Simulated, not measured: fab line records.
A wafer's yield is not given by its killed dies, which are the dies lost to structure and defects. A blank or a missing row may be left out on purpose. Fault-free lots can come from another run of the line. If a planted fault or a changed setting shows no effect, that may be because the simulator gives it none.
Chamber matching + flow sfqLine + SFQ_TRILAYER_I1_CMP_CMP_046 on cmp-02: 4 sister chambers
The step polishes SiO2. 4 wafers are shown with their chamber, then 11 later ones without.

== WAFERS WITH THEIR CHAMBER ==
| wafer  | chamber | motorCurrentA (A) |
|--------|---------|-------------------|
| L985.6 | 3       | 12.2              |
| L994.4 | 0       | 8.9               |
| L994.6 | 2       | 10.0              |
| L100.1 | 1       | 10.5              |

== WAFERS WITHOUT THEIR CHAMBER ==
| wafer  | motorCurrentA (A) |
|--------|-------------------|
| L100.2 | 9.9               |
| L100.3 | 12.1              |
| L103.3 | 10.4              |
| L103.4 | 9.4               |
| L103.6 | 10.0              |
| L106.3 | 9.4               |
| L106.4 | 9.5               |
| L106.5 | 10.2              |
| L107.1 | 12.4              |
| L107.2 | 9.7               |
| L107.3 | 10.0              |

== THE CHAMBER EACH PASSED THROUGH ==
| wafer  | from the rows above          | in truth |
|--------|------------------------------|----------|
| L100.2 | can't be placed: 2 or 1      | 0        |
| L100.3 | 3                            | 3        |
| L103.3 | can't be placed: 1 or 2      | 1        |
| L103.4 | can't be placed: 0 or 2      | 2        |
| L103.6 | can't be placed: 2 or 1      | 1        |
| L106.3 | can't be placed: 0 or 2      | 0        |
| L106.4 | can't be placed: 2 or 0 or 1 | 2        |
| L106.5 | can't be placed: 2 or 1      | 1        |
| L107.1 | 3                            | 3        |
| L107.2 | can't be placed: 2 or 0 or 1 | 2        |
| L107.3 | can't be placed: 2 or 1      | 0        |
Placed correctly: 2 of 11. Can't be placed from these rows: 9 (the true chamber is among the candidates in 7). Number placed wrongly: 0.
How it was worked out, from the rows above alone: a wafer's distance from a chamber is the root of the sum, over the readings, of the square of ((its reading less the chamber's mean) divided by the reading's scatter). The wafer belongs to the nearest chamber; if the next one is less than 2 further off, it can't be placed. Each chamber's mean is taken over the wafers shown for it. The scatter: with one shown wafer a chamber, the root of the mean of the squares of how far each hidden wafer lies from its nearest shown one.
